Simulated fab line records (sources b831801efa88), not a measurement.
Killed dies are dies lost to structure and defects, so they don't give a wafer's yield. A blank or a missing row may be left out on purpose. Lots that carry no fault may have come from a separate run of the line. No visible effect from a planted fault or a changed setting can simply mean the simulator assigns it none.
fab line records    flow sky130
record lots=7  wafers=21  last_day=50
route steps=708 shown CONTACT@424 METAL1@434
lots with no fault: from the same line, run without faults
start_h: hours from the record's first day to the start of the lot's first wafer shown    wait_h: how many hours have passed since the lot's step before this one    " same as the row above    L1.1+2: a row that stands for several wafers    - no value, or no start given    * or withheld: withheld    < > ~ a bound
route shown NAME@n: names a module that has steps shown in the file, with the first one's number in the route    usual: mean and standard deviation over wafers with no fault    same: alike in all rows    chamber/n: place in a boat    sites: readings site by site    _std_site: their standard deviation    _edge_site: outer sites' mean less inner sites'    radius_mm: how far each site lies from the wafer's centre    mask NAME#n: copy n    behind: the last tool/chamber to shape the wafer    hold: what put the lot on hold/how long, in hours/how the hold closed    device: whichever transistor did not switch (one of n, p or np)    end of line: the route-end tests of the same wafers    a step with no rows: only its recipe    killed: at the first sort, the dies lost to defects and structure; wafer yield is something else    map: shows each die of a wafer: x if killed, . if not, _ if none is there
set.NAME: the setting as run; set.NAME@STEP: as run at that earlier step    model.NAME: the simulator's own value behind a step, which no gauge read
lots at selected steps of the route; one table per step, one row per wafer
services: when a tool's chamber went out of use (start_h, in hours from the record's first day, below 0 if earlier), for how many hours, and the reason
## steps
# step SKY_CONTACT_ETCH_18
# recipe target=Si3N4  chemistry=CHF3/O2  stop_on=TiN  source_w=600  bias_w=200  pressure_mtorr=40  chf3_flow_sccm=50  O2_flow_sccm=5  time_s=39  target_depth_a=750
# step SKY_CONTACT_STRIP_19
# recipe chemistry=O2/N2  power_w=1400  pressure_mtorr=1500  platen_temp_c=withheld  o2_flow_sccm=3000  n2_flow_sccm=300  overash_fraction=0.5
# step SKY_CONTACT_STRIP_20
# recipe chemistry=post_etch_residue_remover  time_s=1200  temp_c=72.5
# step SKY_CONTACT_CLEAN_21
# recipe chemistry=IPA  time_s=180  temp_c=25
# step SKY_CONTACT_CLEAN_22
# recipe chemistry=O3/DIW  dry=n2_spin
# step SKY_CONTACT_SPUTTER_23
# recipe material=TiN  target_thk_nm=20  chamber_pressure_pa=5  power_w=4000  time_s=80
# step SKY_CONTACT_CVD_24
# recipe material=W  target_thk_nm=340  time_s=102.12  temp_c=400  pressure_torr=40
# usual heater_power_w=933/50
lot.wafer  tool      chamber  start_h  wait_h  heater_power_w
L885.2     cvd_w-01  1        777.32   0.0     930
L885.3     "         0        "        "       832
L885.6     "         0        "        "       832
L884.3     cvd_w-02  1        778.72   0.1     922
L884.4     "         0        "        "       996
L884.5     "         1        "        "       910
L886.2     cvd_w-02  0        802.39   0.0     966
L886.4     "         1        "        "       915
L886.6     "         1        "        "       935
L893.1     cvd_w-02  0        850.80   0.0     990
L893.2     "         1        "        "       932
L893.5     "         1        "        "       931
L896.3     cvd_w-01  1        879.89   0.1     938
L896.5     "         1        "        "       915
L896.6     "         0        "        "       821
L897.1     cvd_w-02  1        882.88   0.0     933
L897.2     "         0        "        "       997
L897.4     "         1        "        "       924
L902.3     cvd_w-02  1        910.98   0.1     944
L902.5     "         1        "        "       924
L902.6     "         0        "        "       988
# step SKY_CONTACT_RS_MEAS_25
# recipe thk_meas_gauge=four-point-probe  reads=W_of_CONTACT_CVD_24+TiN_of_CONTACT_SPUTTER_23
# usual CONTACT_W_RS=0.335/0.0083
lot.wafer  tool           chamber  start_h  wait_h  CONTACT_W_RS[ohm/sq]
L885.2     film_metro-02  -        777.45   0.1     0.335
L885.3     "              -        "        "       0.335
L885.6     "              -        "        "       0.334
L884.3     film_metro-03  -        778.83   0.1     0.331
L884.4     "              -        "        "       0.350
L884.5     "              -        "        "       0.326
L886.2     film_metro-02  -        802.52   0.1     0.348
L886.4     "              -        "        "       0.330
L886.6     "              -        "        "       0.327
L893.1     film_metro-04  -        850.91   0.1     0.346
L893.2     "              -        "        "       0.326
L893.5     "              -        "        "       0.328
L896.3     film_metro-04  -        880.00   0.1     0.336
L896.5     "              -        "        "       0.341
L896.6     "              -        "        "       0.340
L897.1     film_metro-02  -        882.99   0.1     0.327
L897.2     "              -        "        "       0.348
L897.4     "              -        "        "       0.326
L902.3     film_metro-03  -        911.09   0.1     0.331
L902.5     "              -        "        "       0.326
L902.6     "              -        "        "       0.343
# step SKY_CONTACT_THK_MEAS_26
# recipe thk_meas_gauge=xrf  reads=W_of_CONTACT_CVD_24
# usual CONTACT_W_THK=348/9
lot.wafer  tool           chamber  start_h  wait_h  CONTACT_W_THK[nm]
L885.2     film_metro-02  -        777.56   0.1     350
L885.3     "              -        "        "       349
L885.6     "              -        "        "       352
L884.3     film_metro-03  -        778.93   0.1     350
L884.4     "              -        "        "       334
L884.5     "              -        "        "       356
L886.2     film_metro-02  -        802.63   0.1     334
L886.4     "              -        "        "       355
L886.6     "              -        "        "       359
L893.1     film_metro-04  -        851.03   0.1     333
L893.2     "              -        "        "       350
L893.5     "              -        "        "       348
L896.3     film_metro-04  -        880.10   0.1     344
L896.5     "              -        "        "       342
L896.6     "              -        "        "       342
L897.1     film_metro-02  -        883.11   0.1     358
L897.2     "              -        "        "       336
L897.4     "              -        "        "       358
L902.3     film_metro-03  -        911.19   0.1     354
L902.5     "              -        "        "       359
L902.6     "              -        "        "       341
# step SKY_CONTACT_CMP_27
# recipe stop_on=SiO2  t_overpolish_s=15  down_force_psi=3.5  platen_rpm=60  target_thk_nm=0  pad_velocity_m_s=0.94248
# usual motor_current_A=11.2/0.63  overpolish_run_s=15.000/0.0082  time_to_endpoint_s=85/4
lot.wafer  tool    chamber  start_h  wait_h  motor_current_A  overpolish_run_s  time_to_endpoint_s
L885.2     cmp-02  3        777.61   0.0     11.8             14.995            83
L885.3     "       2        "        "       11.7             14.998            83
L885.6     "       3        "        "       12.3             14.998            81
L884.4     cmp-01  3        779.07   0.1     11.6             14.991            77
L884.3     "       0        "        "       10.1             15.004            88
L884.5     "       2        "        "       10.8             14.992            85
L886.2     cmp-01  0        802.68   0.0     10.6             14.992            87
L886.4     "       3        "        "       12.0             14.999            86
L886.6     "       1        "        "       10.3             15.001            90
L893.1     cmp-01  2        851.09   0.1     10.6             14.997            80
L893.2     "       1        "        "       10.9             14.992            85
L893.5     "       2        "        "       11.2             14.999            86
L896.3     cmp-02  3        880.29   0.2     12.1             14.999            85
L896.5     "       0        "        "       11.3             15.004            82
L896.6     "       1        "        "       11.0             15.000            86
L897.4     cmp-02  3        883.22   0.1     11.5             15.013            85
L897.2     "       0        "        "       11.2             15.002            84
L897.1     "       1        "        "       11.2             14.994            90
L902.3     cmp-01  0        911.33   0.1     10.0             14.997            91
L902.6     "       2        "        "       11.1             14.997            82
L902.5     "       3        "        "       12.2             15.009            83
# step SKY_METAL1_SPUTTER_00
# recipe material=Ti  target_thk_nm=15  power_w=3000  time_s=10  chamber_pressure_pa=0.4
# step SKY_METAL1_SPUTTER_01
# recipe material=TiN  target_thk_nm=20  power_w=6500  time_s=16.7  chamber_pressure_pa=0.4
# usual cathode_dc_power_W=6499.9/1.1  chamber_pressure_pa=0.3999/0.00091  throttle_valve_pct=30.1/1.3
lot.wafer  tool            chamber  start_h  wait_h  cathode_dc_power_W  chamber_pressure_pa  throttle_valve_pct
L885.2     pvd_sputter-04  -        777.93   0.0     6499.1              0.3994               28.9
L885.3     "               -        "        "       6498.4              0.3987               27.4
L885.6     "               -        "        "       6500.7              0.3989               27.4
L884.3     pvd_sputter-02  -        779.29   0.0     6500.7              0.3982               30.5
L884.4     "               -        "        "       6498.7              0.3996               30.9
L884.5     "               -        "        "       6501.1              0.3999               30.6
L886.2     pvd_sputter-01  -        803.00   0.0     6498.9              0.4001               31.1
L886.4     "               -        "        "       6499.9              0.4010               29.9
L886.6     "               -        "        "       6500.1              0.4008               30.0
L893.1     pvd_sputter-02  -        851.41   0.0     6499.6              0.4009               30.4
L893.2     "               -        "        "       6500.7              0.4001               29.2
L893.5     "               -        "        "       6501.0              0.4005               30.3
L896.3     pvd_sputter-04  -        880.46   0.0     6500.0              0.3977               27.0
L896.5     "               -        "        "       6499.9              0.4008               28.8
L896.6     "               -        "        "       6499.5              0.3996               29.4
L897.1     pvd_sputter-01  -        883.49   0.0     6499.3              0.4011               29.9
L897.2     "               -        "        "       6499.0              0.4010               31.0
L897.4     "               -        "        "       6499.9              0.3988               30.2
L902.3     pvd_sputter-04  -        911.55   0.0     6499.7              0.4009               28.8
L902.5     "               -        "        "       6499.6              0.4003               27.1
L902.6     "               -        "        "       6499.3              0.4005               29.0
# step SKY_METAL1_SPUTTER_02
# recipe material=AlCu  target_thk_nm=250  power_w=10600  time_s=13.3  chamber_pressure_pa=0.4
# usual cathode_dc_power_W=10600/2.1  chamber_pressure_pa=0.4001/0.00071  throttle_valve_pct=30.0/1.3
lot.wafer  tool            chamber  start_h  wait_h  cathode_dc_power_W  chamber_pressure_pa  throttle_valve_pct
L885.2     pvd_sputter-04  -        777.96   0.0     -                   -                    -
L885.3     "               -        "        "       -                   -                    -
L885.6     "               -        "        "       -                   -                    -
L884.3     pvd_sputter-02  -        779.32   0.0     -                   -                    -
L884.4     "               -        "        "       -                   -                    -
L884.5     "               -        "        "       -                   -                    -
L886.2     pvd_sputter-01  -        803.03   0.0     -                   -                    -
L886.4     "               -        "        "       -                   -                    -
L886.6     "               -        "        "       -                   -                    -
L893.1     pvd_sputter-02  -        851.44   0.0     10597               0.3998               30.4
L893.2     "               -        "        "       10601               0.4004               29.3
L893.5     "               -        "        "       10598               0.4003               30.5
L896.3     pvd_sputter-04  -        880.49   0.0     10599               0.3991               27.4
L896.5     "               -        "        "       10605               0.3999               29.0
L896.6     "               -        "        "       10601               0.3989               29.3
L897.1     pvd_sputter-01  -        883.52   0.0     10600               0.4008               29.5
L897.2     "               -        "        "       10601               0.4016               31.0
L897.4     "               -        "        "       10598               0.4004               30.1
L902.3     pvd_sputter-04  -        911.58   0.0     10601               0.4015               29.1
L902.5     "               -        "        "       10598               0.4001               27.2
L902.6     "               -        "        "       10604               0.4014               29.0
# step SKY_METAL1_SPUTTER_03
# recipe material=Ti  target_thk_nm=5  power_w=3000  time_s=3.3  chamber_pressure_pa=0.4
# usual cathode_dc_power_W=3000.0/0.53  chamber_pressure_pa=0.4000/0.00088  throttle_valve_pct=30.0/1.4
lot.wafer  tool            chamber  start_h  wait_h  cathode_dc_power_W  chamber_pressure_pa  throttle_valve_pct
L885.2     pvd_sputter-04  -        777.98   0.0     2999.6              0.4005               28.8
L885.3     "               -        "        "       2999.9              0.3987               27.1
L885.6     "               -        "        "       3000.5              0.3998               27.4
L884.3     pvd_sputter-02  -        779.34   0.0     2999.4              0.3998               30.6
L884.4     "               -        "        "       3000.0              0.4007               31.4
L884.5     "               -        "        "       2999.9              0.3979               30.5
L886.2     pvd_sputter-01  -        803.05   0.0     2999.3              0.3993               30.9
L886.4     "               -        "        "       3000.9              0.4024               30.1
L886.6     "               -        "        "       2999.3              0.4007               30.0
L893.1     pvd_sputter-02  -        851.46   0.0     2999.9              0.4004               30.4
L893.2     "               -        "        "       2999.9              0.4001               29.1
L893.5     "               -        "        "       2999.1              0.3996               30.4
L896.3     pvd_sputter-04  -        880.51   0.0     3000.6              0.4002               27.0
L896.5     "               -        "        "       3000.7              0.4013               28.9
L896.6     "               -        "        "       2999.7              0.4005               29.2
L897.1     pvd_sputter-01  -        883.54   0.0     2999.6              0.3996               29.5
L897.2     "               -        "        "       2999.1              0.3989               31.0
L897.4     "               -        "        "       2999.5              0.4013               30.2
L902.3     pvd_sputter-04  -        911.60   0.0     3000.2              0.4002               29.1
L902.5     "               -        "        "       3000.0              0.3997               27.2
L902.6     "               -        "        "       3000.0              0.4014               28.8
# step SKY_METAL1_SPUTTER_04
# recipe material=TiN  target_thk_nm=70  power_w=6500  time_s=58.3  chamber_pressure_pa=0.4
# usual cathode_dc_power_W=6499.8/1.1  chamber_pressure_pa=0.4000/0.00073  throttle_valve_pct=30.1/1.4
lot.wafer  tool            chamber  start_h  wait_h  cathode_dc_power_W  chamber_pressure_pa  throttle_valve_pct
L885.2     pvd_sputter-04  -        778.00   0.0     6498.9              0.3996               29.2
L885.3     "               -        "        "       6500.5              0.4000               27.2
L885.6     "               -        "        "       6500.5              0.4018               27.0
L884.3     pvd_sputter-02  -        779.36   0.0     6498.8              0.4006               30.2
L884.4     "               -        "        "       6499.5              0.3997               31.2
L884.5     "               -        "        "       6499.0              0.3999               30.4
L886.2     pvd_sputter-01  -        803.07   0.0     6500.0              0.4006               30.8
L886.4     "               -        "        "       6500.0              0.4008               30.2
L886.6     "               -        "        "       6501.8              0.3997               30.1
L893.1     pvd_sputter-02  -        851.48   0.0     6498.9              0.4007               30.3
L893.2     "               -        "        "       6499.6              0.4006               29.2
L893.5     "               -        "        "       6501.1              0.4014               30.6
L896.3     pvd_sputter-04  -        880.53   0.0     6501.6              0.3990               27.1
L896.5     "               -        "        "       6501.6              0.4007               28.7
L896.6     "               -        "        "       6498.4              0.3990               29.3
L897.1     pvd_sputter-01  -        883.56   0.0     6501.6              0.3997               30.0
L897.2     "               -        "        "       6500.2              0.4003               30.9
L897.4     "               -        "        "       6501.4              0.3992               30.1
L902.3     pvd_sputter-04  -        911.62   0.0     6499.8              0.3996               28.7
L902.5     "               -        "        "       6499.3              0.4003               27.4
L902.6     "               -        "        "       6500.1              0.3995               29.0
# step SKY_METAL1_RS_MEAS_05
# recipe thk_meas_gauge=four-point-probe  reads=TiN_of_METAL1_SPUTTER_04+Ti_of_METAL1_SPUTTER_03+AlCu_of_METAL1_SPUTTER_02+TiN_of_METAL1_SPUTTER_01+Ti_of_METAL1_SPUTTER_00
# usual METAL1_ALCU_RS=0.1270/0.0015
lot.wafer  tool           chamber  start_h  wait_h  METAL1_ALCU_RS[ohm/sq]
L885.2     film_metro-01  -        778.07   0.0     8.6803
L885.3     "              -        "        "       8.6666
L885.6     "              -        "        "       8.6534
L884.3     film_metro-04  -        779.45   0.1     8.5933
L884.4     "              -        "        "       8.6208
L884.5     "              -        "        "       8.5688
L886.2     film_metro-03  -        803.14   0.0     8.6317
L886.4     "              -        "        "       8.6120
L886.6     "              -        "        "       8.6483
L893.1     film_metro-03  -        851.53   0.0     0.1263
L893.2     "              -        "        "       0.1257
L893.5     "              -        "        "       0.1276
L896.3     film_metro-04  -        880.62   0.1     0.1274
L896.5     "              -        "        "       0.1278
L896.6     "              -        "        "       0.1271
L897.1     film_metro-04  -        883.61   0.0     0.1282
L897.2     "              -        "        "       0.1288
L897.4     "              -        "        "       0.1304
L902.3     film_metro-04  -        911.71   0.1     0.1246
L902.5     "              -        "        "       0.1255
L902.6     "              -        "        "       0.1239
# step SKY_METAL1_THK_MEAS_06
# recipe thk_meas_gauge=xrf  reads=AlCu_of_METAL1_SPUTTER_02
# usual METAL1_ALCU_THK=247/3.2
lot.wafer  tool           chamber  start_h  wait_h  METAL1_ALCU_THK[nm]
L885.2     film_metro-01  -        778.18   0.1     <1
L885.3     "              -        "        "       <1
L885.6     "              -        "        "       <1
L884.3     film_metro-04  -        779.55   0.1     <0
L884.4     "              -        "        "       <0
L884.5     "              -        "        "       <0
L886.2     film_metro-03  -        803.25   0.1     <1
L886.4     "              -        "        "       <1
L886.6     "              -        "        "       <1
L893.1     film_metro-03  -        851.65   0.1     250
L893.2     "              -        "        "       250
L893.5     "              -        "        "       246
L896.3     film_metro-04  -        880.72   0.1     249
L896.5     "              -        "        "       248
L896.6     "              -        "        "       249
L897.1     film_metro-04  -        883.73   0.1     246
L897.2     "              -        "        "       244
L897.4     "              -        "        "       242
L902.3     film_metro-04  -        911.81   0.1     254
L902.5     "              -        "        "       249
L902.6     "              -        "        "       256
# step SKY_METAL1_DEHYDRATE_07
# recipe temp_c=200  time_s=60
## services
tool            chamber  start_h  hours  kind
cvd_w-01        -        757.18   2.1    repair
cmp-01          -        763.89   4.0    pm
cmp-01          -        767.89   -      consumable_replace:conditioner
cmp-01          -        767.89   -      consumable_replace:pad
cmp-02          -        784.41   0.7    repair
cmp-01          -        829.29   0.4    repair
pvd_sputter-04  -        837.54   0.6    repair
cmp-01          -        840.09   3.4    pm
pvd_sputter-04  1        873.60   -      consumable_replace:kit
pvd_sputter-04  1        873.60   18.0   scheduled_down
pvd_sputter-04  1        873.60   18.0   vent_cycle
cvd_w-02        -        875.19   1.7    repair
pvd_sputter-04  -        884.93   7.9    repair
pvd_sputter-04  -        893.58   7.7    repair
pvd_sputter-01  3        894.44   -      consumable_replace:kit
pvd_sputter-01  3        894.44   18.0   scheduled_down
pvd_sputter-01  3        894.44   18.0   vent_cycle
pvd_sputter-02  -        902.18   57.1   repair
cvd_w-01        -        904.06   14.0   pm
cvd_w-01        0        904.06   14.0   vent_cycle
cvd_w-01        1        904.06   14.0   vent_cycle
## key
first_sign step=SKY_METAL1_SPUTTER_02  reading=tool_record  direction=missing
effect step=SKY_METAL1_RS_MEAS_05  reading=METAL1_ALCU_RS  direction=up  sigmas=99+  usual=0.1270  struck=8.6306
effect step=SKY_METAL1_THK_MEAS_06  reading=METAL1_ALCU_THK  direction=down  sigmas=77  usual=247  struck=<1
met_at SKY_METAL1_SPUTTER_02
struck_wafers L884.3,L884.4,L884.5,L885.2,L885.3,L885.6,L886.2,L886.4,L886.6
later_rows_left_out L884.3,L884.4,L884.5,L885.2,L885.3,L885.6,L886.2,L886.4,L886.6
sort_left_out L884.3,L884.4,L884.5,L885.2,L885.3,L885.6,L886.2,L886.4,L886.6
fault kind=skipped_step_whole  tool=pvd_sputter-01,pvd_sputter-02,pvd_sputter-04  chamber=-  onset_h=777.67  steps=SKY_METAL1_SPUTTER_02  scope=struck_lots_only
# sort_left_out: the simulated sort isn't trusted on such a fault, so these wafers' sort isn't shown, and their yield isn't known
# later_rows_left_out: the simulator's readings of these wafers behind a module that went badly wrong aren't trusted and aren't shown, but for the sort
